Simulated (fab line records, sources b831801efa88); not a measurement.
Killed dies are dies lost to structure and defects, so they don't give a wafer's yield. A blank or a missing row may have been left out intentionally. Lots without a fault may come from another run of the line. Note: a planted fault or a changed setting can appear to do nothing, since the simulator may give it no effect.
Chamber matching || flow gf180mcu || cmp-01 running GF_V5_CMP_04: 4 sister chambers
The step polishes SiO2. 16 wafers are shown with their chamber, then 8 later ones without.

## WAFERS PAIRED WITH THEIR CHAMBERS
{"wafer": "L800.1", "chamber": 0, "motorCurrentA (A)": 10.2, "headPressurePsi (psi)": 4.000}
{"wafer": "L800.3", "chamber": 2, "motorCurrentA (A)": 11.2, "headPressurePsi (psi)": 3.997}
{"wafer": "L800.6", "chamber": 3, "motorCurrentA (A)": 11.0, "headPressurePsi (psi)": 3.989}
{"wafer": "L802.3", "chamber": 0, "motorCurrentA (A)": 10.3, "headPressurePsi (psi)": 4.021}
{"wafer": "L802.4", "chamber": 2, "motorCurrentA (A)": 10.7, "headPressurePsi (psi)": 4.008}
{"wafer": "L802.5", "chamber": 2, "motorCurrentA (A)": 10.7, "headPressurePsi (psi)": 3.999}
{"wafer": "L803.1", "chamber": 3, "motorCurrentA (A)": 11.9, "headPressurePsi (psi)": 3.985}
{"wafer": "L803.4", "chamber": 2, "motorCurrentA (A)": 10.9, "headPressurePsi (psi)": 4.004}
{"wafer": "L803.6", "chamber": 1, "motorCurrentA (A)": 10.6, "headPressurePsi (psi)": 3.998}
{"wafer": "L804.1", "chamber": 2, "motorCurrentA (A)": 11.0, "headPressurePsi (psi)": 4.021}
{"wafer": "L804.2", "chamber": 0, "motorCurrentA (A)": 10.7, "headPressurePsi (psi)": 4.011}
{"wafer": "L804.6", "chamber": 1, "motorCurrentA (A)": 10.3, "headPressurePsi (psi)": 3.997}
{"wafer": "L805.2", "chamber": 1, "motorCurrentA (A)": 10.2, "headPressurePsi (psi)": 4.003}
{"wafer": "L805.3", "chamber": 2, "motorCurrentA (A)": 11.1, "headPressurePsi (psi)": 4.008}
{"wafer": "L805.6", "chamber": 3, "motorCurrentA (A)": 12.6, "headPressurePsi (psi)": 3.986}
{"wafer": "L808.1", "chamber": 3, "motorCurrentA (A)": 11.9, "headPressurePsi (psi)": 3.994}

SIGNATURES, as means of the wafers listed above
{"reading": "motorCurrentA", "chamber 0": 10.400, "chamber 1": 10.367, "chamber 2": 10.933, "chamber 3": 11.850, "scatter within a chamber": 0.38}
{"reading": "headPressurePsi", "chamber 0": 4.01067, "chamber 1": 3.99933, "chamber 2": 4.00617, "chamber 3": 3.98850, "scatter within a chamber": 0.0074}
Rule: for each reading, subtract the chamber's mean from the wafer's reading, divide by that reading's scatter and square the result; add these up over the readings and take the root, which gives the wafer's distance from the chamber. The wafer belongs to the nearest chamber; if the next one is less than 2 further off, it can't be placed. The scatter: take each reading less its chamber's mean, square it, sum over the shown wafers, divide by the number of wafers less the number of chambers, and take the root.

## WAFERS WITH NO CHAMBER GIVEN
{"wafer": "L808.3", "motorCurrentA (A)": 11.0, "headPressurePsi (psi)": 4.006}
{"wafer": "L808.6", "motorCurrentA (A)": 11.8, "headPressurePsi (psi)": 4.000}
{"wafer": "L812.1", "motorCurrentA (A)": 11.3, "headPressurePsi (psi)": 4.006}
{"wafer": "L812.3", "motorCurrentA (A)": 11.7, "headPressurePsi (psi)": 4.008}
{"wafer": "L812.4", "motorCurrentA (A)": 10.2, "headPressurePsi (psi)": 4.018}
{"wafer": "L823.4", "motorCurrentA (A)": 10.1, "headPressurePsi (psi)": 3.988}
{"wafer": "L823.5", "motorCurrentA (A)": 10.6, "headPressurePsi (psi)": 3.992}
{"wafer": "L823.6", "motorCurrentA (A)": 11.2, "headPressurePsi (psi)": 4.006}

## WHICH CHAMBER EACH ONE RAN IN
{"wafer": "L808.3", "from the rows above": "can't be placed: 2 or 0 or 1", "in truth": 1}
{"wafer": "L808.6", "from the rows above": "can't be placed: 3 or 2", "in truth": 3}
{"wafer": "L812.1", "from the rows above": "can't be placed: 2 or 0 or 1 or 3", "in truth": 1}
{"wafer": "L812.3", "from the rows above": "can't be placed: 2 or 3 or 0 or 1", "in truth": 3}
{"wafer": "L812.4", "from the rows above": "can't be placed: 0 or 2 or 1", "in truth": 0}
{"wafer": "L823.4", "from the rows above": "can't be placed: 1 or 0 or 2", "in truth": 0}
{"wafer": "L823.5", "from the rows above": "can't be placed: 1 or 2 or 0", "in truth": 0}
{"wafer": "L823.6", "from the rows above": "can't be placed: 2 or 0 or 1", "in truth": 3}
Correct placement for 0 of the 8. Unplaceable from these rows: 8, with the true chamber sitting among the candidates in 7. Number placed wrongly: 0.
